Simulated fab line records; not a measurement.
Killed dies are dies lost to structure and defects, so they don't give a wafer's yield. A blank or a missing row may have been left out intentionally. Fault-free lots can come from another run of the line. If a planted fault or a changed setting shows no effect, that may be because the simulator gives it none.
Matching of chambers | flow gf180mcu | GF_V1_CVD_02 on pecvd-04 has 3 sister chambers
The step deposits SiO2 from TEOS, target thk 850 nm, time 94.851 s. 3 wafers are shown with their chamber, then 12 later ones without.

== WAFERS WITH THEIR CHAMBER ==
wafer  | chamber | heaterPowerW (W)
L092.1 | 2       | 789
L092.2 | 0       | 708
L092.4 | 1       | 555

== WAFERS WHOSE CHAMBER IS MISSING ==
wafer  | heaterPowerW (W)
L094.3 | 701
L094.4 | 758
L094.6 | 783
L096.1 | 687
L096.2 | 835
L096.3 | 738
L096.4 | 568
L096.5 | 775
L096.6 | 655
L097.3 | 824
L097.4 | 611
L097.5 | 756

== THE CHAMBER EACH PASSED THROUGH ==
wafer  | from the rows above     | in truth
L094.3 | 0                       | 0
L094.4 | can't be placed: 2 or 0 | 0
L094.6 | 2                       | 2
L096.1 | 0                       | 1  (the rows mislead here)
L096.2 | 2                       | 2
L096.3 | can't be placed: 0 or 2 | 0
L096.4 | 1                       | 1
L096.5 | can't be placed: 2 or 0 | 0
L096.6 | can't be placed: 0 or 1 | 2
L097.3 | 2                       | 2
L097.4 | can't be placed: 1 or 0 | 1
L097.5 | can't be placed: 2 or 0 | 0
5 of 12 placed correctly. Not placeable from these rows: 6 (in 5, the candidates include the true chamber). Number placed wrongly: 1.
How it was worked out, from the rows above alone: a wafer's distance from a chamber is the root of the sum, over the readings, of the square of ((its reading less the chamber's mean) divided by the reading's scatter). The wafer belongs to the nearest chamber; if the next one is less than 2 further off, it can't be placed. A chamber's mean is the mean of its shown wafers. The scatter: with one shown wafer a chamber, the root of the mean of the squares of how far each hidden wafer lies from its nearest shown one.
